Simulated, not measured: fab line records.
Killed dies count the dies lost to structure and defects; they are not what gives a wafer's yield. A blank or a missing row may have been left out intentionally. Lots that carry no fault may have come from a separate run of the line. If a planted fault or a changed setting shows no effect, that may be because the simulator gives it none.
Comparing a struck lot with a sound one / flow sky130 / 15 out of 708 route steps
Sound: the wafers L315.3, L315.5, L315.6. Wafers L318.3, L318.5, L318.6 were the ones struck. At the end, the cause is stated.
At each step with rows: each side's tool, then ch and its chambers, then its first start. Under that, the readings that differ: sound wafers / struck wafers / difference of the means / sigmas: that difference in standard deviations of wafers without a fault.
alike: same words and numbers on both sides, and readings whose means sit less than 2 such deviations apart. not compared: any withheld reading, any reading some wafer has no value for, any bound like >300 that may hide the same value, and any number with overlapping values for which the record gives no deviation.
Wherever a step has rows on one side only, a row that says differs or no value, or a row with sigmas, the two part there. Numbers that don't overlap but have no deviation are shown without sigmas and don't part them. A reading missing from all wafers of one side parts the sides only when that side holds two or more wafers.

first, 3 steps without rows for these wafers: SKY_VIA3_STRIP_17 (strips in post etch residue remover, time 1200 s); SKY_VIA3_CLEAN_18 (cleans in IPA, time 180 s); SKY_VIA3_CLEAN_19 (cleans in O3/DIW).
SKY_VIA3_SPUTTER_20: material TiN, target thk 20 nm, time 80 s.
  sound: pvdSputter-02 at day 41 20:32; struck: pvdSputter-03 at day 42 09:24
  alike: chamberPressurePa, throttleValvePct
then, 1 step without rows for these wafers: SKY_VIA3_CVD_21 (deposits W, target thk 390 nm, time 117.31 s).
SKY_VIA3_RS_MEAS_22: measurement is done with a four-point probe.
  sound: filmMetro-03 at day 41 20:46; struck: filmMetro-04 at day 42 09:37
  alike: VIA3_W_RS
SKY_VIA3_THK_MEAS_23: measures by xrf.
  sound: filmMetro-03 at day 41 20:52; struck: filmMetro-04 at day 42 09:43
reading=VIA3_W_THK (nm); sound=376 378 372; struck=392 386 384; difference=+12; sigmas=+2
then, 1 step without rows for these wafers: SKY_VIA3_CMP_24 (polishes, stops on SiO2, t overpolish 20 s, target thk 0 nm).
SKY_METAL4_SPUTTER_00: material Ti, target thk 15 nm, time 10 s.
  sound: pvdSputter-01 at day 41 21:13; struck: pvdSputter-04 at day 42 10:04
  alike: chamberPressurePa, throttleValvePct
then, 1 step without rows for these wafers: SKY_METAL4_SPUTTER_01 (material TiN, target thk 20 nm, time 16.7 s).
SKY_METAL4_SPUTTER_02: material AlCu, target thk 735 nm, time 39.1 s.
  sound: pvdSputter-01 at day 41 21:16; struck: pvdSputter-04 at day 42 10:07
  alike: chamberPressurePa, throttleValvePct
SKY_METAL4_SPUTTER_03: material Ti, target thk 5 nm, time 3.3 s.
  sound: pvdSputter-01 at day 41 21:18; struck: pvdSputter-04 at day 42 10:09
  alike: chamberPressurePa, throttleValvePct
SKY_METAL4_SPUTTER_04: material TiN, target thk 70 nm, time 58.3 s.
  sound: pvdSputter-01 at day 41 21:19; struck: pvdSputter-04 at day 42 10:10
reading=model.TiN_of_METAL4_SPUTTER_04.thkNm (nm); sound=71.03 71.84 70.41; struck=46.77 44.59 46.88; difference=-25.01; sigmas=
  alike: chamberPressurePa, throttleValvePct
SKY_CAP2M_CVD_00: deposits SiO2, target thk 15.5 nm.
  sound on pecvd-03 ch 0,1,2, day 41 21:22; struck on pecvd-03 ch 0,2, day 42 10:13
  alike: heaterPowerOuterW, heaterPowerW
-- the record jumps here: 6 days lie between the struck wafers' starts before and after (it left off in module CAP2M and takes up again in module PAD_OPEN, whose first step shown is number 708 of the route) --
SKY_PAD_OPEN_PROBE_99:
  sound: prober-02 at day 47 16:09; struck: prober-01 at day 48 03:45
reading=model.etest.via4Chain.rcOhm; sound=0.7892 0.8285 0.7894; struck=0.7726 0.761 0.7429; difference=-0.0435; sigmas=
  alike: defectLimitedYield, killed_at_M0_to_M3, killed_at_M4_up, killedAtContacts, killedAtFrontEnd, killedAtOther, killedDies, killedOpen, killedShort, sort_bin_3_pad_short, sort_bin_5_function, sort_bin_6_memory, sortNPass, sortYieldPct

== WHERE THEY PART ==
Within this record, at SKY_VIA3_THK_MEAS_23 only. Later steps at which nothing parts them and some readings are alike: SKY_METAL4_SPUTTER_00, SKY_METAL4_SPUTTER_02, SKY_METAL4_SPUTTER_03, SKY_METAL4_SPUTTER_04, SKY_CAP2M_CVD_00, SKY_PAD_OPEN_PROBE_99.

WHY: whatever the simulator had introduced
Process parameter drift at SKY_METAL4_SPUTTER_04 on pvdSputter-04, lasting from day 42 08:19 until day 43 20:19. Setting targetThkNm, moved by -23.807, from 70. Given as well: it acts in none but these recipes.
